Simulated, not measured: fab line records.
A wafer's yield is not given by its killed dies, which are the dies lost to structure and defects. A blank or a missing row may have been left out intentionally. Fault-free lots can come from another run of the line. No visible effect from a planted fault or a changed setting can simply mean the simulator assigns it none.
fab line records -- flow sky130
record lots=14, wafers=42, lastDay=51
route steps=708 shown NWELL@71
lots untouched by any fault: they come from a run of this same line in which no faults occurred
startH: hours from the record's first day to the start of the lot's first wafer shown -- waitH: how many hours have passed since the lot's step before this one -- " as in the row above -- L1.1+2: several wafers, shown together as one row -- - value missing, or start not given -- * or withheld: withheld -- < > ~ a bound
route shown NAME@n: names a module that has steps shown in the file, with the first one's number in the route -- usual: mean/standard deviation of fault-free wafers -- same: alike in all rows -- chamber/n: place in a boat -- sites: each site's reading -- _std_site: standard deviation across them -- _edge_site: the outer-site mean with the inner-site mean subtracted -- radiusMm: for every site, how far away it sits from the centre of the wafer -- mask NAME#n: copy n -- behind: the tool/chamber that last shaped the wafer -- hold: what put the lot on hold/how long, in hours/how the hold closed -- device: which transistor (n, p or np) failed to switch -- end of line: tests run on the same wafers once the route is complete -- where a step has no rows: the recipe by itself -- killed: dies lost to structure and defects at the first sort, not the wafer's yield -- map: a wafer's dies, x killed, . not, _ none there
set.NAME: the setting as run; set.NAME@STEP: as run at that earlier step -- model.NAME: the simulator's own value behind a step, which no gauge read
the route's steps for a sample of lots (tables are steps, rows are wafers)
services: a tool's chamber out of use, with start hour (startH, from the record's first day; less than 0 if before it), hours out, and reason
## steps
# step SKY_NWELL_COAT_18
# recipe spinRpm=2000, resistThkNm=3000
lot.wafer,tool,chamber,startH,waitH
L123.1+2+6,lithoTrack-02,0,102.43,0.1
L124.2+4+5,lithoTrack-02,0,111.41,0.1
L126.4+5+6,lithoTrack-04,0,122.25,0.1
L127.2+3+6,lithoTrack-02,0,127.06,0.1
L129.2+3+5,lithoTrack-03,0,136.29,0.1
L130.1+2+6,lithoTrack-04,0,145.17,0.1
L132.1+2+4,lithoTrack-02,0,156.33,0.1
L133.1+2+5,lithoTrack-03,0,160.47,0.1
L135.2+3+4,lithoTrack-02,0,170.31,0.1
L136.1+3+6,lithoTrack-04,0,176.97,0.1
L140.3+4+5,lithoTrack-02,0,203.53,0.1
L141.4+5+6,lithoTrack-03,0,214.59,0.1
L144.1+2+6,lithoTrack-03,0,234.57,0.1
L145.2+3+5,lithoTrack-04,0,242.75,0.1
# step SKY_NWELL_STRIP_25
# recipe chemistry=O2/N2, powerW=1400, pressureMtorr=1500, platenTempC=withheld, o2FlowSccm=3000, n2FlowSccm=300, overashFraction=0.5
# usual drypumpMotorCurrentA=5.70/0.28, oesProductAu=0.723/0.0047, stripTimeToEndpointS=36.90/0.1
lot.wafer,tool,chamber,startH,waitH,drypumpMotorCurrentA,oesProductAu,rfHoursCounterH,stripTimeToEndpointS
L123.1,plasmaAsher-01,0,111.27,0.1,5.50,0.719,41,36.85
L123.2,plasmaAsher-01,1,111.27,0.1,6.12,0.719,41,36.85
L123.6,plasmaAsher-01,1,111.27,0.1,6.11,0.713,-,36.94
L124.2,plasmaAsher-01,0,121.01,0.1,5.49,0.718,42,36.93
L124.4,plasmaAsher-01,0,121.01,0.1,5.50,0.736,-,36.94
L124.5,plasmaAsher-01,0,121.01,0.1,5.49,0.722,-,36.98
L126.4,plasmaAsher-03,1,131.39,0.1,5.95,0.736,-,36.77
L126.5,plasmaAsher-03,1,131.39,0.1,5.94,0.722,-,36.78
L126.6,plasmaAsher-03,0,131.39,0.1,5.44,0.723,-,36.69
L127.2,plasmaAsher-04,0,136.96,0.1,5.67,0.724,43,36.86
L127.3,plasmaAsher-04,1,136.96,0.1,5.32,0.720,-,36.81
L127.6,plasmaAsher-04,1,136.96,0.1,5.26,0.728,-,36.94
L129.2,plasmaAsher-03,0,146.36,0.1,5.44,0.723,33,36.90
L129.3,plasmaAsher-03,1,146.36,0.1,5.98,0.712,-,36.78
L129.5,plasmaAsher-03,0,146.36,0.1,5.45,0.717,-,36.90
L130.1,plasmaAsher-04,0,155.21,0.1,5.65,0.724,45,36.81
L130.2,plasmaAsher-04,1,155.21,0.1,5.30,0.718,45,36.70
L130.6,plasmaAsher-04,1,155.21,0.1,5.29,0.726,-,36.84
L132.1,plasmaAsher-03,1,167.26,0.1,5.95,0.722,35,37.03
L132.2,plasmaAsher-03,0,167.26,0.1,5.47,0.723,35,36.98
L132.4,plasmaAsher-03,0,167.26,0.1,5.45,0.726,-,37.05
L133.1,plasmaAsher-01,1,171.01,0.1,6.08,0.725,47,36.84
L133.2,plasmaAsher-01,0,171.01,0.1,5.48,0.715,47,36.88
L133.5,plasmaAsher-01,1,171.01,0.1,6.11,0.725,-,36.84
L135.2,plasmaAsher-04,0,181.76,0.1,5.67,0.727,48,36.90
L135.3,plasmaAsher-04,0,181.76,0.1,5.66,0.725,-,36.85
L135.4,plasmaAsher-04,1,181.76,0.1,5.34,0.723,-,36.77
L136.1,plasmaAsher-03,0,188.32,0.1,5.46,0.729,37,37.07
L136.3,plasmaAsher-03,0,188.32,0.1,5.48,0.727,-,36.92
L136.6,plasmaAsher-03,1,188.32,0.1,5.97,0.721,-,37.08
L140.3,plasmaAsher-01,0,215.40,0.1,5.49,0.720,-,36.94
L140.4,plasmaAsher-01,1,215.40,0.1,6.08,0.724,-,36.95
L140.5,plasmaAsher-01,0,215.40,0.1,5.48,0.731,-,36.89
L141.4,plasmaAsher-03,1,227.29,0.1,5.96,0.698,-,11.18
L141.5,plasmaAsher-03,0,227.29,0.1,5.45,0.697,-,11.19
L141.6,plasmaAsher-03,1,227.29,0.1,5.94,0.695,-,11.21
L144.1,plasmaAsher-01,1,246.91,0.1,6.14,0.700,55,11.22
L144.2,plasmaAsher-01,0,246.91,0.1,5.50,0.698,55,11.23
L144.6,plasmaAsher-01,0,246.91,0.1,5.49,0.691,-,11.19
L145.2,plasmaAsher-01,1,255.02,0.1,6.09,0.724,55,36.98
L145.3,plasmaAsher-01,0,255.02,0.1,5.49,0.726,-,36.87
L145.5,plasmaAsher-01,0,255.02,0.1,5.49,0.725,-,36.90
## services
tool,chamber,startH,hours,kind
plasmaAsher-04,-,219.03,6.2,repair
plasmaAsher-04,-,220.98,1.5,repair
plasmaAsher-01,-,237.65,0.3,repair
## key
firstSign step=SKY_NWELL_STRIP_25, reading=stripTimeToEndpointS, direction=down, sigmas=99+, usual=*, struck=*
effect step=SKY_NWELL_STRIP_25, reading=oesProductAu, direction=down, sigmas=5.5, usual=0.723, struck=0.696
metAt SKY_NWELL_COAT_18
struckLots L141,L144
sortLeftOut L141.4,L141.5,L141.6,L144.1,L144.2,L144.6
testerLeftOut L141,L144
onsetBetween 160.47 214.59
fault kind=processParameterDrift, tool=lithoTrack-03, chamber=-, onsetH=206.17, steps=SKY_NWELL_COAT_18, channel=resistThkNm, offset=-2175.4, shape=step, endH=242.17, actsIn=theseRecipesOnly, stated=3000
# testerLeftOut: of these lots the tester's yield and bins aren't shown, on N5 and GAA mostly nor the transistor test; their killed dies are dies lost to structure and defects alone, not to doping, threshold or leakage, so they don't give the yield
# sortLeftOut: the simulated sort isn't trusted on such a fault, so these wafers' sort isn't shown, and their yield isn't known
